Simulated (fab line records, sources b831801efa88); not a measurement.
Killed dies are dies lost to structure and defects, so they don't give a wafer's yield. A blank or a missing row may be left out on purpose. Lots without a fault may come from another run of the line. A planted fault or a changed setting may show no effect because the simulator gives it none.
Split-lot experiment | flow sky130 | 5 lots, 23 wafers read, on a route of 708 steps

THE SPLIT
At SKY_METAL3_SPUTTER_00 (material Ti, target thk 15 nm, time 10 s), the setting power_w was moved away from the recipe's 3000 W on 8 of the 23 wafers read, by -6.8% to -4.7%. The other wafers ran this setting at the recipe's value.

The reading is taken at the split's own step.

THE READING
Ti_of_METAL3_SPUTTER_00.thk_nm (the simulator's own value, which no gauge read), in nm, at SKY_METAL3_SPUTTER_00 (material Ti, target thk 15 nm, time 10 s). The file gives no usual value for it. The 15 wafers here that ran the recipe average 15.05 nm, standard deviation 0.13 nm.

wafer  | tool, chamber at the split | power_w as run, W | against the recipe | Ti_of_METAL3_SPUTTER_00.thk_nm, nm | against lot-mates on the recipe
L075.1 | pvd_sputter-01, -          | 3000              | recipe             | 15.21                              | -
L075.2 | pvd_sputter-01, -          | 3000              | recipe             | 15                                 | -
L075.4 | pvd_sputter-01, -          | 3000              | recipe             | 14.87                              | -
L075.5 | pvd_sputter-01, -          | 3000              | recipe             | 14.84                              | -
L075.6 | pvd_sputter-01, -          | 3000              | recipe             | 15.01                              | -
L076.2 | pvd_sputter-02, -          | 3000              | recipe             | 15.13                              | -
L076.5 | pvd_sputter-02, -          | 3000              | recipe             | 15.26                              | -
L076.6 | pvd_sputter-02, -          | 3000              | recipe             | 15.16                              | -
L081.1 | pvd_sputter-04, -          | 2795              | -6.8%              | 14.16                              | -0.91
L081.2 | pvd_sputter-04, -          | 3000              | recipe             | 15.19                              | -
L081.3 | pvd_sputter-04, -          | 2795              | -6.8%              | 14.32                              | -0.75
L081.4 | pvd_sputter-04, -          | 3000              | recipe             | 14.96                              | -
L081.5 | pvd_sputter-04, -          | 2795              | -6.8%              | 14.09                              | -0.98
L083.1 | pvd_sputter-02, -          | 3000              | recipe             | 14.98                              | -
L083.2 | pvd_sputter-02, -          | 3000              | recipe             | 15.01                              | -
L083.3 | pvd_sputter-02, -          | 2842              | -5.3%              | 14.16                              | -0.84
L083.4 | pvd_sputter-02, -          | 2842              | -5.3%              | 14.21                              | -0.79
L083.6 | pvd_sputter-02, -          | 2842              | -5.3%              | 14.08                              | -0.92
L085.1 | pvd_sputter-02, -          | 2858              | -4.7%              | 14.25                              | -0.79
L085.3 | pvd_sputter-02, -          | 3000              | recipe             | 15                                 | -
L085.4 | pvd_sputter-02, -          | 3000              | recipe             | 14.92                              | -
L085.5 | pvd_sputter-02, -          | 2858              | -4.7%              | 14.4                               | -0.64
L085.6 | pvd_sputter-02, -          | 3000              | recipe             | 15.2                               | -

THE FIT
A straight line over all 23 wafers: Ti_of_METAL3_SPUTTER_00.thk_nm changes by +0.143 nm for each +1% of power_w; r = +0.95; the points scatter about the line by 0.14 nm.
The same after taking each lot's own level away (the mean of its wafers on the recipe; 23 wafers): +0.142 nm for each +1%; r = +0.96; scatter 0.11 nm.
On that fit, the largest move of power_w shifts the reading by 0.97 nm.
The lots' own levels span 14.986 to 15.183 nm, that is 1.5 times the standard deviation above.
So the lot-to-lot level changes the slope little: the two slopes agree.
Check: with one of the wafers moved furthest among these (-6.8%) left out of the fit, the line predicts -0.987 nm for it against its lot-mates. It came out at -0.915 nm against them.

OTHER SPLITS ON THESE WAFERS
These wafers also went through other splits before the reading. Each is held against what the fit with the lots' levels taken away leaves over:
other split on the same wafers   | wafers away from the commonest value | r with Ti_of_METAL3_SPUTTER_00.thk_nm (lot level and that fit taken away)
SKY_METAL2_COAT_10 spin_rpm      | 8                                    | +0.24
SKY_METAL2_DEVELOP_14 dev_temp_c | 10                                   | +0.09
SKY_VIA2_EXPOSE_09 dose_mj       | 5                                    | -0.17
SKY_VIA2_ETCH_14 source_w        | 12                                   | +0.26

THE FILE'S OWN FIT
Ti_of_METAL3_SPUTTER_00.thk_nm changes by +0.144 nm for each +1% of power_w, r = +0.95.
